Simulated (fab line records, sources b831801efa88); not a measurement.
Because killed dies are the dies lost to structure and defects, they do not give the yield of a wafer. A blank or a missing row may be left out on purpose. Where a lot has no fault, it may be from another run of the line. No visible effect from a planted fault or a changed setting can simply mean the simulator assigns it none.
Which tool did it? / flow sfq-line / 15 lots with 45 wafers sampled at 2 steps, on a route of 325 steps

## WHAT THE GAUGES SHOWED, per wafer
SFQ_R5_THK_MEAS_934: measures by xrf. Usual: R5_MONX_THK gives 39.9 nm (standard deviation 0.5).
lot=L351; measured=day 43 09:07; on=film-metro-03; R5_MONX_THK (nm)=39.8 40.8 39.9; flag=
lot=L352; measured=day 43 18:07; on=film-metro-02; R5_MONX_THK (nm)=39.7 39.7 39.6; flag=
lot=L353; measured=day 44 18:19; on=film-metro-01; R5_MONX_THK (nm)=39.7 40.4 40.1; flag=
lot=L354; measured=day 45 03:24; on=film-metro-02; R5_MONX_THK (nm)=40.1 39.7 39.6; flag=
lot=L357; measured=day 46 03:25; on=film-metro-03; R5_MONX_THK (nm)=40.3 39.6 40.2; flag=
lot=L358; measured=day 46 06:25; on=film-metro-01; R5_MONX_THK (nm)=40.5 39.8 40.1; flag=
lot=L359; measured=day 46 12:24; on=film-metro-02; R5_MONX_THK (nm)=39.0 39.1 39.0; flag=
lot=L360; measured=day 48 07:45; on=film-metro-02; R5_MONX_THK (nm)=39.0 39.8 39.5; flag=
lot=L361; measured=day 49 13:45; on=film-metro-03; R5_MONX_THK (nm)=39.6 39.9 40.0; flag=
lot=L362; measured=day 51 00:25; on=film-metro-03; R5_MONX_THK (nm)=39.2 39.3 39.0; flag=
lot=L367; measured=day 53 11:43; on=film-metro-02; R5_MONX_THK (nm)=40.9 41.1 41.1; flag=
lot=L368; measured=day 55 08:59; on=film-metro-02; R5_MONX_THK (nm)=39.5 40.1 39.7; flag=
lot=L370; measured=day 56 22:31; on=film-metro-02; R5_MONX_THK (nm)=39.5 39.7 39.3; flag=
lot=L371; measured=day 57 08:33; on=film-metro-02; R5_MONX_THK (nm)=40.1 40.5 39.8; flag=
lot=L372; measured=day 58 05:07; on=film-metro-01; R5_MONX_THK (nm)=40.0 39.8 39.9; flag=

## WHAT TOOL EACH LOT RAN ON (gives the tool, then ch and the chambers of the sampled wafers, and finally the start)
lot=L351; SFQ_TRILAYER_R5_DEP_SPUTTER_134=pvd-sputter-05, day 43 08:57
lot=L352; SFQ_TRILAYER_R5_DEP_SPUTTER_134=pvd-sputter-06, day 43 17:57
lot=L353; SFQ_TRILAYER_R5_DEP_SPUTTER_134=pvd-sputter-05, day 44 18:11
lot=L354; SFQ_TRILAYER_R5_DEP_SPUTTER_134=pvd-sputter-04, day 45 03:16
lot=L357; SFQ_TRILAYER_R5_DEP_SPUTTER_134=pvd-sputter-06, day 46 03:16
lot=L358; SFQ_TRILAYER_R5_DEP_SPUTTER_134=pvd-sputter-05, day 46 06:16
lot=L359; SFQ_TRILAYER_R5_DEP_SPUTTER_134=pvd-sputter-06, day 46 12:16
lot=L360; SFQ_TRILAYER_R5_DEP_SPUTTER_134=pvd-sputter-06, day 48 07:37
lot=L361; SFQ_TRILAYER_R5_DEP_SPUTTER_134=pvd-sputter-04, day 49 13:37
lot=L362; SFQ_TRILAYER_R5_DEP_SPUTTER_134=pvd-sputter-06, day 51 00:17
lot=L367; SFQ_TRILAYER_R5_DEP_SPUTTER_134=pvd-sputter-06, day 53 11:34
lot=L368; SFQ_TRILAYER_R5_DEP_SPUTTER_134=pvd-sputter-06, day 55 08:50
lot=L370; SFQ_TRILAYER_R5_DEP_SPUTTER_134=pvd-sputter-06, day 56 22:22
lot=L371; SFQ_TRILAYER_R5_DEP_SPUTTER_134=pvd-sputter-04, day 57 08:25
lot=L372; SFQ_TRILAYER_R5_DEP_SPUTTER_134=pvd-sputter-06, day 58 04:59
- SFQ_TRILAYER_R5_DEP_SPUTTER_134: material Ti, target thk 5 nm, time 5 s.

## AS READ BY THE TOOLS THEMSELVES (means over the sampled wafers that have a number; for cases with no such wafer, the mark the record gives instead)
SFQ_TRILAYER_R5_DEP_SPUTTER_134. Usual: cathode-dc-power-W 2000.0 W, standard deviation 0.38; throttle-valve-pct 30.9 %, standard deviation 0.86.
lot=L351; tool=pvd-sputter-05; cathode-dc-power-W (W)=2000.3; throttle-valve-pct (%)=30.4; flag=
lot=L352; tool=pvd-sputter-06; cathode-dc-power-W (W)=2000.1; throttle-valve-pct (%)=31.3; flag=
lot=L353; tool=pvd-sputter-05; cathode-dc-power-W (W)=2000.3; throttle-valve-pct (%)=30.6; flag=
lot=L354; tool=pvd-sputter-04; cathode-dc-power-W (W)=2000.1; throttle-valve-pct (%)=29.8; flag=
lot=L357; tool=pvd-sputter-06; cathode-dc-power-W (W)=1999.7; throttle-valve-pct (%)=31.0; flag=
lot=L358; tool=pvd-sputter-05; cathode-dc-power-W (W)=1999.9; throttle-valve-pct (%)=30.4; flag=
lot=L359; tool=pvd-sputter-06; cathode-dc-power-W (W)=2000.1; throttle-valve-pct (%)=31.6; flag=
lot=L360; tool=pvd-sputter-06; cathode-dc-power-W (W)=1999.9; throttle-valve-pct (%)=31.6; flag=
lot=L361; tool=pvd-sputter-04; cathode-dc-power-W (W)=2000.0; throttle-valve-pct (%)=30.8; flag=
lot=L362; tool=pvd-sputter-06; cathode-dc-power-W (W)=2000.2; throttle-valve-pct (%)=31.5; flag=
lot=L367; tool=pvd-sputter-06; cathode-dc-power-W (W)=1999.8; throttle-valve-pct (%)=31.6; flag=
lot=L368; tool=pvd-sputter-06; cathode-dc-power-W (W)=2000.1; throttle-valve-pct (%)=31.6; flag=
lot=L370; tool=pvd-sputter-06; cathode-dc-power-W (W)=2000.0; throttle-valve-pct (%)=31.6; flag=
lot=L371; tool=pvd-sputter-04; cathode-dc-power-W (W)=2000.4; throttle-valve-pct (%)=29.9; flag=
lot=L372; tool=pvd-sputter-06; cathode-dc-power-W (W)=2000.2; throttle-valve-pct (%)=31.6; flag=

## THE ANSWER, worked out from the rows above alone
Rule: take the mean of a lot's wafers that have a number; if it is more than 3 standard deviations from the usual mean, the lot is off. Also off: a lot with no number at a reading for which 4 or more lots have one. Any other lot the step has rows for is counted as sound. First the gauges in route order, then the tools' own readings, where a lot's mean is used as printed above. The first step at which some lot is off is used, and at that step the reading that is off furthest; a lot without a number counts as furthest.
Nothing can be told from this: no lot is off at any reading shown.

## WHAT THE SIMULATOR HAD PUT IN
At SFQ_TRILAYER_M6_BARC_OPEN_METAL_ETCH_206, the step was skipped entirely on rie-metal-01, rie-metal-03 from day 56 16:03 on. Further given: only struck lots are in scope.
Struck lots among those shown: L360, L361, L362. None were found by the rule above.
